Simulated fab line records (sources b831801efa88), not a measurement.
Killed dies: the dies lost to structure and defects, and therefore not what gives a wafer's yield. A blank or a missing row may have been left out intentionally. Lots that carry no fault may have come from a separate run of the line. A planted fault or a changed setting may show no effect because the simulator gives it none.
A lot that was struck, set against a sound lot :: flow sky130 :: 43 out of 708 route steps
Sound: the wafers L869.1, L869.3, L869.5. Struck: wafer L880.6. (L880.3, L880.5 of the same lot were not struck and are left out.) The cause comes at the end.
Order at every step that has rows: each side's tool, ch and its chambers, its first start. Under that, the readings that differ: sound wafers :: struck wafers :: difference of the means :: sigmas: that difference in standard deviations of wafers without a fault.
alike: readings with means less than 2 such deviations apart, plus words and numbers identical on both sides. not compared: withheld readings, readings lacking a value on some wafer, bounds such as >300 that could conceal the same value, and numbers that have no deviation in the record and whose values overlap.
Wherever a step has rows on one side only, a row that says differs or no value, or a row with sigmas, the two part there. Non-overlapping numbers with no deviation appear without sigmas and do not part them. Lack of a reading on every wafer of one side parts them only where that side has two or more wafers.

first, 7 steps without rows for these wafers: SKY_VIA3_ETCH_15 (etches SiO2 in C4F8/O2/Ar, stops on TiN, target depth 507 nm, time 78 s); SKY_VIA3_STRIP_16 (strips in O2/N2); SKY_VIA3_STRIP_17 (strips in post etch residue remover, time 1200 s); SKY_VIA3_CLEAN_18 (cleans in IPA, time 180 s); SKY_VIA3_CLEAN_19 (cleans in O3/DIW); SKY_VIA3_SPUTTER_20 (material TiN, target thk 20 nm, time 80 s); SKY_VIA3_CVD_21 (deposits W, target thk 390 nm, time 117.31 s).
SKY_VIA3_RS_MEAS_22: a four-point-probe measurement.
  struck on film_metro-02, day 44 07:12; sound on film_metro-01, day 41 08:00
  alike: VIA3_W_RS
SKY_VIA3_THK_MEAS_23: measures by xrf.
  struck on film_metro-02, day 44 07:18; sound on film_metro-01, day 41 08:07
  alike: VIA3_W_THK
SKY_VIA3_CMP_24: polishes, stops on SiO2, t overpolish 20 s, target thk 0 nm.
  sound on cmp-01 ch 0,3, day 41 08:14; struck on cmp-02 ch 1, day 44 07:20
reading: motor_current_A (A)
sound: 11.0 12.0 11.8
struck: 14.3
difference: +2.7
sigmas: +2

reading: time_to_endpoint_s (s)
sound: 88 88 87
struck: 98
difference: +10
sigmas: +3
  alike: overpolish_run_s
then, 1 step without rows for these wafers: SKY_METAL4_SPUTTER_00 (material Ti, target thk 15 nm, time 10 s).
SKY_METAL4_SPUTTER_01: material TiN, target thk 20 nm, time 16.7 s.
  struck on pvd_sputter-01, day 44 07:40; sound on pvd_sputter-02, day 41 08:31
  alike: throttle_valve_pct
SKY_METAL4_SPUTTER_02: material AlCu, target thk 735 nm, time 39.1 s.
  struck on pvd_sputter-01, day 44 07:41; sound on pvd_sputter-02, day 41 08:32
reading: model.AlCu_of_METAL4_SPUTTER_02.thk_nm (nm)
sound: 730 727.8 730
struck: 991.6
difference: +262.3
sigmas: 
  alike: throttle_valve_pct
SKY_METAL4_SPUTTER_03: material Ti, target thk 5 nm, time 3.3 s.
  struck on pvd_sputter-01, day 44 07:43; sound on pvd_sputter-02, day 41 08:34
  alike: throttle_valve_pct
then, 2 steps without rows for these wafers: SKY_METAL4_SPUTTER_04 (material TiN, target thk 70 nm, time 58.3 s); SKY_CAP2M_CVD_00 (deposits SiO2, target thk 15.5 nm).
SKY_CAP2M_THK_MEAS_01:
  struck on film_metro-01, day 44 07:50; sound on film_metro-04, day 41 08:40
  alike: CAP2M_CVD_00_THK
SKY_CAP2M_SPUTTER_02: material TiN, target thk 200 nm, time 166.7 s.
  struck on pvd_sputter-02, day 44 07:52; sound on pvd_sputter-03, day 41 08:43
  alike: throttle_valve_pct
SKY_CAP2M_RS_MEAS_03: a four-point-probe measurement.
  struck on film_metro-04, day 44 08:01; sound on film_metro-03, day 41 08:50
  alike: CAP2M_TIN_RS
SKY_CAP2M_THK_MEAS_04: measures by xrf.
  struck on film_metro-04, day 44 08:07; sound on film_metro-03, day 41 08:57
  alike: CAP2M_TIN_THK
then, 7 steps without rows for these wafers: SKY_CAP2M_DEHYDRATE_05 (time 60 s); SKY_CAP2M_HMDS_06 (prime time 60 s); SKY_CAP2M_COAT_07 (resist thk 1140 nm); SKY_CAP2M_SOFTBAKE_08 (time 60 s); SKY_CAP2M_EXPOSE_09 (exposes mask CAP2M, target cd 1000 nm); SKY_CAP2M_PEB_10; SKY_CAP2M_DEVELOP_11 (develop time 60 s).
SKY_CAP2M_OVL_MEAS_12:
  struck on overlay-02, day 45 05:08; sound on overlay-01, day 42 08:12
  alike: CAP2M_OVL
SKY_CAP2M_METAL_ETCH_13: etches TiN in Cl2/BCl3, stops on SiO2, target depth 220 nm, time 62.9 s.
  sound on rie_metal-02 ch 0, day 42 08:14; struck on rie_metal-02 ch 1, day 45 05:11
  alike: drypump_motor_current_A, oes_product_au, throttle_valve_pct
  not compared: rf_hours_counter_h
then, 12 steps without rows for these wafers: SKY_CAP2M_STRIP_14 (strips in O2/N2); SKY_CAP2M_STRIP_15 (strips in post etch residue remover, time 1200 s); SKY_CAP2M_CLEAN_16 (cleans in IPA, time 180 s); SKY_CAP2M_CLEAN_17 (cleans in O3/DIW); SKY_METAL4_DEHYDRATE_05 (time 60 s); SKY_METAL4_HMDS_06 (prime time 60 s); SKY_METAL4_COAT_07 (resist thk 60 nm); SKY_METAL4_COAT_08 (resist thk 1140 nm); SKY_METAL4_SOFTBAKE_09 (time 90 s); SKY_METAL4_EXPOSE_10 (exposes mask MM4, target cd 300 nm); SKY_METAL4_PEB_11; SKY_METAL4_DEVELOP_12 (develop time 60 s).
SKY_METAL4_CD_MEAS_13: the cd target is 300 nm.
  struck on cd_sem-02, day 46 02:52; sound on cd_sem-02, day 43 07:49
  alike: cd_nm
SKY_METAL4_METAL_ETCH_18: etches the open film in Cl2/BCl3, stops on SiO2, target depth 845 nm, time 183.1 s.
  sound on rie_metal-01 ch 0,1, day 43 08:08; struck on rie_metal-02 ch 1, day 46 03:11
reading: oes_product_au (a.u.)
sound: 0.865 0.868 0.857
struck: 0.996
difference: +0.133
sigmas: +25
  alike: drypump_motor_current_A, throttle_valve_pct
  not compared: rf_hours_counter_h

## WHERE THEY PART
At SKY_VIA3_CMP_24 first; at SKY_METAL4_METAL_ETCH_18 last (within this record only).

WHY: what the simulator had put in
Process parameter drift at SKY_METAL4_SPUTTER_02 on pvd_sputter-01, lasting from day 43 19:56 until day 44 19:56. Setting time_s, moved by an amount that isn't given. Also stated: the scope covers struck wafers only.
